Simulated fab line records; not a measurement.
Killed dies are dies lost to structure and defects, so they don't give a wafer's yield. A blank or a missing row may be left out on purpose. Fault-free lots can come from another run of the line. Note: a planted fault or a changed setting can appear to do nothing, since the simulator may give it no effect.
A struck lot beside a sound one || flow sfq_line || 24 steps out of a route of 325
Sound: these wafers, L845.1, L845.2, L845.4. The struck wafers were L853.2, L853.3, L853.5. Last of all comes the cause.
Each step with rows lists, per side, the tool, then ch with its chambers, then its first start. Under that, the readings that differ: sound wafers || struck wafers || difference of the means || sigmas: that difference in standard deviations of wafers without a fault.
alike: readings with means less than 2 such deviations apart, plus words and numbers identical on both sides. not compared: withheld readings, readings lacking a value on some wafer, bounds such as >300 that could conceal the same value, and numbers that have no deviation in the record and whose values overlap.
The two part at a step that has a row with sigmas, a row that says differs or no value, or rows on one side only. Numbers that don't overlap but have no deviation are shown without sigmas and don't part them. A reading that every wafer of one side lacks parts them only if that side has two wafers or more.

first, 6 steps without rows for these wafers: SFQ_TRILAYER_I3_VIA_LITHO_COAT_090 (resist thk 62 nm); SFQ_TRILAYER_I3_VIA_LITHO_COAT_085 (resist thk 650 nm); SFQ_TRILAYER_I3_VIA_LITHO_SOFTBAKE_089; SFQ_TRILAYER_I3_VIA_LITHO_EXPOSE_086 (exposes mask I3, target cd 500 nm); SFQ_TRILAYER_I3_VIA_LITHO_PEB_088 (peb time 60 s); SFQ_TRILAYER_I3_VIA_LITHO_DEVELOP_087 (time 60 s).
SFQ_I3_OVL_MEAS_923:
  struck on overlay-01, day 47 04:52; sound on overlay-01, day 43 18:38
  alike: I3_OVL
SFQ_TRILAYER_I3_VIA_BARC_OPEN_VIA_ETCH_121: etches BARC in O2, target depth 125 nm, time 41.7 s.
  sound on rie_diel-04 ch 0,1,3, day 43 18:40; struck on rie_diel-02 ch 0,3, day 47 04:54
  alike: drypump_motor_current_A, oes_product_au
  not compared: rf_hours_counter_h
SFQ_TRILAYER_I3_VIA_ETCH_VIA_ETCH_088: etches SiO2 in CHF3, stops on Nb, target depth 260 nm.
  sound on rie_diel-04 ch 0,1,3, day 43 18:43; struck on rie_diel-02 ch 0,3, day 47 04:56
  alike: drypump_motor_current_A, oes_product_au
SFQ_TRILAYER_I3_VIA_STRIP_STRIP_089: strips in O2.
  sound on rie_metal-03 ch 0,1, day 43 18:50; struck on rie_metal-02 ch 0, day 47 05:03
  alike: drypump_motor_current_A, oes_product_au
  not compared: rf_hours_counter_h
then, 2 steps without rows for these wafers: SFQ_TRILAYER_I3_VIA_STRIP_SOLV_CLEAN_090 (cleans in NMP, time 600 s); SFQ_TRILAYER_M4_DEP_PRE_CLEAN_092 (time 22.5 s).
SFQ_TRILAYER_M4_DEP_SPUTTER_091: material Nb, target thk 200 nm, time 133.3 s.
  struck on pvd_sputter-05, day 47 05:51; sound on pvd_sputter-03, day 43 19:38
  alike: throttle_valve_pct
SFQ_M4_RS_MEAS_924: measures by four-point-probe.
  struck on film_metro-02, day 47 05:58; sound on film_metro-04, day 43 19:43
{"reading": "M4_NB_RS (ohm/sq)", "sound": "0.892 0.900 0.885", "struck": "1.117 1.097 1.116", "difference": "+0.218", "sigmas": "+20"}
then, 6 steps without rows for these wafers: SFQ_TRILAYER_M4_LITHO_COAT_098 (resist thk 62 nm); SFQ_TRILAYER_M4_LITHO_COAT_093 (resist thk 600 nm); SFQ_TRILAYER_M4_LITHO_SOFTBAKE_097; SFQ_TRILAYER_M4_LITHO_EXPOSE_094 (exposes mask M4, target cd 500 nm); SFQ_TRILAYER_M4_LITHO_PEB_096 (peb time 60 s); SFQ_TRILAYER_M4_LITHO_DEVELOP_095 (time 60 s).
SFQ_M4_OVL_MEAS_926:
  struck on overlay-02, day 47 08:23; sound on overlay-01, day 44 19:04
{"reading": "M4_OVL (nm)", "sound": "11 15 10", "struck": "0 0 -3", "difference": -13, "sigmas": -2}
SFQ_TRILAYER_M4_BARC_OPEN_METAL_ETCH_123: etches BARC in O2, target depth 125 nm, time 41.7 s.
  sound on rie_metal-03 ch 0,1, day 44 19:06; struck on rie_metal-04 ch 1, day 47 08:25
  alike: drypump_motor_current_A, oes_product_au
  not compared: rf_hours_counter_h
SFQ_TRILAYER_M4_ETCH_METAL_ETCH_096: etches Nb in Cl2/Ar, stops on SiO2, target depth 240 nm, time 120 s.
  sound on rie_metal-03 ch 0,1, day 44 19:10; struck on rie_metal-04 ch 1, day 47 08:28
{"reading": "oes_product_au (a.u.)", "sound": "0.891 0.886 0.898", "struck": "0.804 0.813 0.808", "difference": -0.083, "sigmas": -11}
  alike: drypump_motor_current_A
  not compared: rf_hours_counter_h
SFQ_TRILAYER_M4_STRIP_STRIP_097: strips in O2.
  sound on rie_metal-03 ch 0,1, day 44 19:17; struck on rie_metal-04 ch 1, day 47 08:36
  alike: drypump_motor_current_A, oes_product_au
  not compared: rf_hours_counter_h

== WHERE THEY PART ==
Earliest at SFQ_M4_RS_MEAS_924; latest, in this record, at SFQ_TRILAYER_M4_ETCH_METAL_ETCH_096. Later steps at which nothing parts them and some readings are alike: SFQ_TRILAYER_M4_STRIP_STRIP_097.

WHY: what the simulator had put in
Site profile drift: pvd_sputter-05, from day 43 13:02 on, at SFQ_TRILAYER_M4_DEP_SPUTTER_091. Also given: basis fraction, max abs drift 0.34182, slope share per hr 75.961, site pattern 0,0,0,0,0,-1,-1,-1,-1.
